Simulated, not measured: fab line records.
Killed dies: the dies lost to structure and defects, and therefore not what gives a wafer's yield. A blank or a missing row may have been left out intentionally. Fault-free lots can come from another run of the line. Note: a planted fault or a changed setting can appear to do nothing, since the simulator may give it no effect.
Lot-split experiment + flow sfq_line + 23 wafers read across 5 lots, on a route 325 steps long

== ON THE SPLIT ==
At SFQ_TRILAYER_I0_VIA_LITHO_PEB_034 (peb time 60 s), the setting peb_time_s was moved away from the recipe's 60 s on 7 of the 23 wafers read, by -12.6% to +10.5%. This setting was run at the recipe's value on the other wafers.

== FROM THE SPLIT TO THE READING: what the file shows between them, 2 steps ==
- SFQ_TRILAYER_I0_VIA_LITHO_DEVELOP_033: time 60 s
- SFQ_TRILAYER_I0_VIA_BARC_OPEN_VIA_ETCH_046: etches BARC in O2, target depth 125 nm, time 41.7 s

== THE READING ==
I0.cd_nm (the simulator's own value, which no gauge read), in nm, at SFQ_TRILAYER_I0_VIA_ETCH_VIA_ETCH_034 (etches SiO2 in CHF3, stops on Nb, target depth 260 nm). There is no usual value for it anywhere in the file. Average 499.9 nm, standard deviation 1.9 nm, over the 16 wafers here run with the recipe.

| wafer  | tool, chamber at the split | peb_time_s as run, s | against the recipe | I0.cd_nm, nm | against lot-mates on the recipe |
|--------|----------------------------|----------------------|--------------------|--------------|---------------------------------|
| L074.1 | litho_track-02, 0          | 60                   | recipe             | 501          | -                               |
| L074.2 | litho_track-02, 0          | 60                   | recipe             | 501.9        | -                               |
| L074.4 | litho_track-02, 0          | 52.43                | -12.6%             | 482.2        | -19.6                           |
| L074.5 | litho_track-02, 0          | 60                   | recipe             | 502.6        | -                               |
| L074.6 | litho_track-02, 0          | 52.43                | -12.6%             | 479.8        | -22.0                           |
| L078.1 | litho_track-04, 0          | 60                   | recipe             | 497.7        | -                               |
| L078.3 | litho_track-04, 0          | 60                   | recipe             | 498.5        | -                               |
| L078.4 | litho_track-04, 0          | 60                   | recipe             | 497.1        | -                               |
| L081.1 | litho_track-01, 0          | 60                   | recipe             | 499.8        | -                               |
| L081.2 | litho_track-01, 0          | 60                   | recipe             | 499.9        | -                               |
| L081.3 | litho_track-01, 0          | 60                   | recipe             | 499.1        | -                               |
| L081.4 | litho_track-01, 0          | 66.3                 | +10.5%             | 510.7        | +11.1                           |
| L081.5 | litho_track-01, 0          | 66.3                 | +10.5%             | 512.6        | +13.0                           |
| L082.1 | litho_track-01, 0          | 60                   | recipe             | 496.1        | -                               |
| L082.2 | litho_track-01, 0          | 60                   | recipe             | 498.8        | -                               |
| L082.3 | litho_track-01, 0          | 65.78                | +9.6%              | 513.8        | +16.3                           |
| L082.4 | litho_track-01, 0          | 65.78                | +9.6%              | 510.4        | +12.9                           |
| L082.6 | litho_track-01, 0          | 65.78                | +9.6%              | 512.3        | +14.8                           |
| L083.1 | litho_track-01, 0          | 60                   | recipe             | 502.1        | -                               |
| L083.3 | litho_track-01, 0          | 60                   | recipe             | 501.2        | -                               |
| L083.4 | litho_track-01, 0          | 60                   | recipe             | 501.7        | -                               |
| L083.5 | litho_track-01, 0          | 60                   | recipe             | 500.6        | -                               |
| L083.6 | litho_track-01, 0          | 60                   | recipe             | 501          | -                               |

THE FIT
A straight line over all 23 wafers: I0.cd_nm changes by +1.33 nm for each +1% of peb_time_s; r = +0.97; the points scatter about the line by 2 nm.
The same after taking each lot's own level away (the mean of its wafers on the recipe; 23 wafers): +1.49 nm for each +1%; r = +0.99; scatter 1.5 nm.
That fit puts the effect of the largest move of peb_time_s on the reading at 19 nm.
The lots' own levels span 497.45 to 501.83 nm, that is 2.4 times the standard deviation above.
In other words, the slope is changed by the lot-to-lot level; the two fits disagree.
Check: -19 nm against its lot-mates is what the line predicts for one of the wafers moved furthest among these (-12.6%) when that wafer is left out of the fit. Against them it came out at -19.6 nm.

== OTHER SPLITS APPLIED TO THESE WAFERS ==
Other splits were also applied to these wafers ahead of the reading. Each is held against what the fit with the lots' levels taken away leaves over:
| other split on the same wafers                      | wafers away from the commonest value | r with I0.cd_nm (lot level and that fit taken away) |
|-----------------------------------------------------|--------------------------------------|-----------------------------------------------------|
| SFQ_TRILAYER_INCOMING_OXIDATION_002 temp_c          | 18                                   | +0.18                                               |
| SFQ_TRILAYER_L0_LITHO_PEB_008 peb_time_s            | 5                                    | +0.01                                               |
| SFQ_TRILAYER_L0_VIA_LITHO_PEB_016 peb_time_s        | 11                                   | -0.08                                               |
| SFQ_TRILAYER_L0_VIA_BARC_OPEN_VIA_ETCH_021 source_w | 9                                    | +0.20                                               |
| SFQ_TRILAYER_M0_LITHO_COAT_021 spin_rpm             | 9                                    | +0.00                                               |
| SFQ_TRILAYER_M0_LITHO_PEB_024 peb_time_s            | 10                                   | -0.10                                               |

== THE WHOLE CHAIN: every reading that the file lists as answering this split, in the file's order ==
| step                                       | what it does                                          | reading                                                   | change (the file's fit)              | r (the file's) |
|--------------------------------------------|-------------------------------------------------------|-----------------------------------------------------------|--------------------------------------|----------------|
| SFQ_TRILAYER_I0_VIA_BARC_OPEN_VIA_ETCH_046 | etches BARC in O2, target depth 125 nm, time 41.7 s   | I0.cd_nm (the simulator's own value, which no gauge read) | +1.45 nm for each +1% of the setting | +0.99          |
| SFQ_TRILAYER_I0_VIA_ETCH_VIA_ETCH_034      | etches SiO2 in CHF3, stops on Nb, target depth 260 nm | I0.cd_nm (the simulator's own value, which no gauge read) | +1.47 nm for each +1% of the setting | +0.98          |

== THE FILE'S OWN FIT ==
I0.cd_nm changes by +1.47 nm for each +1% of peb_time_s, r = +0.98.
